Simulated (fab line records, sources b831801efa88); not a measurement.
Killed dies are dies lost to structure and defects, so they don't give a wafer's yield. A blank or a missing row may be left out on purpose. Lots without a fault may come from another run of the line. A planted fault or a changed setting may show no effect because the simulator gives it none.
Which tool did it? | flow sky130 | 14 lots, 42 wafers sampled, at 5 steps of a route of 708

WHAT THE GAUGES READ, wafer by wafer
SKY_NWELL_TW_MEAS_15.
lot  | measured     | on            | NWELL_TW
L561 | day 5 03:38  | film_metro-02 | 1818 1821 1822
L562 | day 5 06:48  | film_metro-04 | 1823 1823 1822
L563 | day 5 10:20  | film_metro-03 | 1839 1845 1841
L564 | day 5 15:41  | film_metro-04 | 1821 1828 1820
L567 | day 6 09:44  | film_metro-03 | 1832 1839 1838
L568 | day 6 13:35  | film_metro-02 | 1812 1817 1811
L569 | day 6 17:23  | film_metro-04 | 1817 1818 1809
L575 | day 8 05:58  | film_metro-02 | 1823 1829 1820
L576 | day 8 12:02  | film_metro-03 | 1834 1829 1837
L579 | day 9 06:28  | film_metro-02 | 1813 1814 1817
L580 | day 9 09:02  | film_metro-02 | 1831 1816 1810
L581 | day 9 15:11  | film_metro-02 | 1814 1804 1806
L582 | day 9 22:21  | film_metro-02 | 1824 1832 1828
L583 | day 10 03:52 | film_metro-02 | 1836 1831 1826

SKY_VT_ADJUST_LVTN_TW_MEAS_10.
lot  | measured     | on            | VT_ADJUST_LVTN_TW
L561 | day 7 12:08  | film_metro-01 | 241.7 239.9 240.2
L562 | day 7 16:57  | film_metro-03 | 240.9 243.0 242.7
L563 | day 7 20:37  | film_metro-02 | 242.4 244.8 242.0
L564 | day 8 03:22  | film_metro-01 | 240.6 239.9 240.4
L567 | day 8 23:17  | film_metro-01 | 131.9 130.6 131.0 130.8 130.3 130.4
L568 | day 9 02:38  | film_metro-02 | 129.6 128.2 128.7 128.9 127.2 128.1
L569 | day 9 07:44  | film_metro-01 | 127.1 126.7 126.3 126.9 125.7 126.6
L575 | day 11 04:16 | film_metro-01 | 241.7 240.6 241.3
L576 | day 11 05:44 | film_metro-01 | 241.3 241.3 240.6
L579 | day 12 03:11 | film_metro-02 | 242.0 239.8 242.8
L580 | day 12 05:20 | film_metro-01 | 239.5 241.7 239.8
L581 | day 12 11:53 | film_metro-01 | 239.8 240.1 240.1
L582 | day 12 20:42 | film_metro-03 | 242.7 243.1 244.4
L583 | day 13 04:52 | film_metro-02 | 243.4 243.2 242.3

SKY_VT_ADJUST_NCORE_CD_MEAS_07: target cd 380 nm.
lot  | measured     | on        | cd_nm (nm)
L561 | day 9 06:13  | cd_sem-02 | 378.2 378.5 378.3
L562 | day 9 09:44  | cd_sem-02 | 381.9 380.7 382.4
L563 | day 9 13:14  | cd_sem-01 | 381.6 379.7 379.5
L564 | day 9 20:28  | cd_sem-02 | 381.6 380.3 382.3
L575 | day 13 03:56 | cd_sem-01 | 382.7 381.3 378.9
L576 | day 13 05:47 | cd_sem-01 | 384.0 381.8 380.7
L579 | day 14 05:19 | cd_sem-01 | 381.0 379.7 378.2
L580 | day 14 07:04 | cd_sem-01 | 380.3 384.0 382.1
L581 | day 14 15:11 | cd_sem-01 | 378.7 377.4 379.3
L582 | day 15 00:10 | cd_sem-01 | 378.9 380.1 378.8
L583 | day 15 09:31 | cd_sem-01 | 379.1 378.6 380.3

SKY_SONOS_ONO_OVL_MEAS_14.
lot  | measured     | on         | SONOS_ONO_OVL (nm)
L561 | day 13 06:23 | overlay-01 | -0.1 -1.5 1.6
L562 | day 13 15:22 | overlay-01 | -1.5 -3.4 -2.5
L563 | day 13 16:56 | overlay-02 | 2.1 -2.1 -1.2
L564 | day 14 01:42 | overlay-02 | -0.1 0.9 -0.5
L575 | day 18 00:38 | overlay-02 | 1.2 1.2 0.5
L576 | day 18 05:21 | overlay-02 | -2.1 -1.2 -0.5
L579 | day 19 06:38 | overlay-01 | -0.2 -0.5 0.2
L580 | day 19 07:50 | overlay-01 | 3.6 3.1 2.8
L581 | day 19 17:47 | overlay-02 | 4.0 4.1 2.4
L582 | day 20 05:42 | overlay-02 | 1.2 -1.1 0.3
L583 | day 20 14:56 | overlay-02 | 1.7 1.2 0.0

WHICH TOOL RAN EACH LOT (tool, then ch and the chambers of the sampled wafers, then the start)
lot  | SKY_VT_ADJUST_LVTN_IMPLANT_08
L561 | implanter-01 ch 0, day 7 11:53
L562 | implanter-04 ch 0, day 7 16:44
L563 | implanter-04 ch 0, day 7 20:22
L564 | implanter-04 ch 0, day 8 03:08
L567 | implanter-04 ch 0, day 8 23:03
L568 | implanter-04 ch 0, day 9 02:24
L569 | implanter-04 ch 0, day 9 07:29
L575 | implanter-01 ch 0, day 11 04:03
L576 | implanter-03 ch 0, day 11 05:31
L579 | implanter-04 ch 0, day 12 02:56
L580 | implanter-03 ch 0, day 12 05:05
L581 | implanter-01 ch 0, day 12 11:38
L582 | implanter-03 ch 0, day 12 20:29
L583 | implanter-03 ch 0, day 13 04:37
- SKY_VT_ADJUST_LVTN_IMPLANT_08

WHAT THE TOOLS THEMSELVES READ (means of the sampled wafers that have a number; where no wafer has one, the mark that the record gives instead)
SKY_VT_ADJUST_LVTN_IMPLANT_08.
lot  | tool         | dose_ions_cm2 | faraday_current_uA
L561 | implanter-01 | 1.57e+12      | 9.08
L562 | implanter-04 | 1.57e+12      | 8.61
L563 | implanter-04 | 1.57e+12      | 8.88
L564 | implanter-04 | 1.57e+12      | 8.82
L567 | implanter-04 | 1.58e+11      | 0.89
L568 | implanter-04 | 1.57e+11      | 0.87
L569 | implanter-04 | 1.57e+11      | 0.87
L575 | implanter-01 | 1.57e+12      | 8.84
L576 | implanter-03 | 1.57e+12      | 8.79
L579 | implanter-04 | 1.57e+12      | 9.10
L580 | implanter-03 | 1.57e+12      | 8.92
L581 | implanter-01 | 1.57e+12      | 8.89
L582 | implanter-03 | 1.57e+12      | 8.87
L583 | implanter-03 | 1.57e+12      | 9.02

THE ANSWER, worked out from the rows above alone
Rule: what is usual is taken from the lots themselves. Put in order of their means at a reading, lots are off if they are a third of the lots or fewer, leave a main group of 4 or more, and stand apart from it by a gap of 3 or more times the standard deviation of the main group's means; of several such gaps the widest counts. A main group whose means are all the same, to the digits that the tables above print for the reading, isn't used. A lot without any number at a reading at which 4 lots or more have one is off too. The other lots that the step has rows for count as sound. The gauges are gone through in route order, then the tools' own readings, and for those a lot's mean is taken as printed above. The first step at which some lot is off is used, and at that step the reading that is off furthest; a lot without a number counts as furthest.
Off: L567, L568, L569, at SKY_VT_ADJUST_LVTN_TW_MEAS_10 (VT_ADJUST_LVTN_TW). The main group: mean 241.5, standard deviation 1.2.
A tool fits if, at a process step before that reading, it ran every lot that is off, and no sound lot after the first of them. The gauges at SKY_VT_ADJUST_LVTN_TW_MEAS_10 aren't tried: what is off there is off at SKY_VT_ADJUST_LVTN_IMPLANT_08 too, on other tools, and a gauge's error can't cause that. None of those tried fits.

WHAT THE SIMULATOR HAD PUT IN
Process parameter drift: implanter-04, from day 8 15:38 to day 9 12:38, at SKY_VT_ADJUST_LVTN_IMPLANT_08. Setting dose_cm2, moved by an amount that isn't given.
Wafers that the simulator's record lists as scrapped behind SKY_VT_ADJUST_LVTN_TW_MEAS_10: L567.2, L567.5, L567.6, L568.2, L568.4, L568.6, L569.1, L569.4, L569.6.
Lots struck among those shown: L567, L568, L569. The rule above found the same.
